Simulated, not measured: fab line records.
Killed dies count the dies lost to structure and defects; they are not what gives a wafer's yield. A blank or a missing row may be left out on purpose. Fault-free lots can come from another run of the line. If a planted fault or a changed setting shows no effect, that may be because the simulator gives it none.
Problem report, 8D (eight disciplines) form, completed by code -- flow gf180mcu -- the parts of the form that need people (team, actions taken, sign-off) are left out

== 1. WHAT WENT WRONG ==
Mean of cathode_dc_power_W at GF_M3_SPUTTER_04: 4559.8 W across 2 wafers in 2 lots; on wafers with no fault it is 6499.9 W (standard deviation 1.2). So: -99 or more standard deviations from the usual mean.
The step: material TiN, target thk 50 nm, time 41.7 s.
The first sign was on wafer L789.5 at day 25 15:36, on pvd_sputter-01. Wafers with a number at this step in the record: 18, from 6 lots. The rule behind "out" and "out of limits": a value lying over 4 standard deviations away from the usual mean. The rest of the wafers with a number are treated as sound.

== 2. WHAT IT IS, WHAT IT ISN'T ==
question,is,is not
which readings at this step,cathode_dc_power_W,throttle_valve_pct
which lots,"L789, L790","L774, L783, L795, L797"
which wafers of those lots,"L789.5, L790.4","L789.2, L789.6, L790.2, L790.5"
read on which tools,pvd_sputter-01,"pvd_sputter-02, pvd_sputter-03"
when,from day 25 15:36,"up to then (8 sound wafers); but 8 sound wafers of L790, L795, L797 came after"

== 3. SUSPECTS, AND WHAT RULES EACH OUT ==
Counting: any tool at a process step up to the reading remains a suspect provided it ran every lot that is out. Sound lots after the first of them don't rule it out here, since some wafers of a struck lot are sound.
- pvd_sputter-01 at GF_M3_SPUTTER_00 (material Ti, target thk 37.5 nm, time 150 s): kept. It processed each lot that is out (first: L789, day 25 15:25); up to then, its last sound lot is L774 (day 20 09:25).
- pvd_sputter-01 at GF_M3_SPUTTER_03 (material Ti, target thk 10 nm, time 6.7 s): kept. It processed each lot that is out (first: L789, day 25 15:35); up to then, its last sound lot is L774 (day 20 09:35).
- pvd_sputter-01 at GF_M3_SPUTTER_04 (material TiN, target thk 50 nm, time 41.7 s): kept. It processed each lot that is out (first: L789, day 25 15:36); up to then, its last sound lot is L774 (day 20 09:36). Out on those wafers are its own readings of cathode_dc_power_W.
pvd_sputter-01 at GF_M3_SPUTTER_00, pvd_sputter-01 at GF_M3_SPUTTER_03 and pvd_sputter-01 at GF_M3_SPUTTER_04 are what is left after counting.

== 4. THE CAUSE (what the simulator had put in) ==
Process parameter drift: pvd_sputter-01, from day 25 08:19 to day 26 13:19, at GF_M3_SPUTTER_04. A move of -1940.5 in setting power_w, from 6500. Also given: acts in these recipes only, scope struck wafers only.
This tool is one of the 3 suspects left after counting.

== 5. THE EFFECT CHAIN, in route order ==
Each row: a reading where the mean over the struck wafers with a number is more than 3 standard deviations away from the usual. Only readings whose record carries a usual standard deviation are examined. hours: median over the lots of the time between each lot's start at the first step of this table that gives one and its start at this step. sigmas: the change, counted in usual standard deviations.
hours,step,reading,usual,on struck wafers,change,sigmas
0,GF_M3_SPUTTER_04,cathode_dc_power_W,6499.9 W,4559.8,-1940.1,-99 or more
Here are the process steps it includes:
- GF_M3_SPUTTER_04: material TiN, target thk 50 nm, time 41.7 s.
Later steps that measure or inspect, where all struck wafers having a row at the step show a number for every such reading and not one has moved that far: GF_M3_RS_MEAS_05, GF_M3_THK_MEAS_06, GF_M3_CD_MEAS_14, GF_M3_OVL_MEAS_15, GF_V3_THK_MEAS_01, GF_V3_THK_MEAS_03, GF_V3_BOW_MEAS_05.

== 6. HOW IT WOULD HAVE BEEN CAUGHT EARLIER ==
7 hours passed between the start of the fault at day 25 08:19 and the first reading out of limits in this record, taken at day 25 15:36.
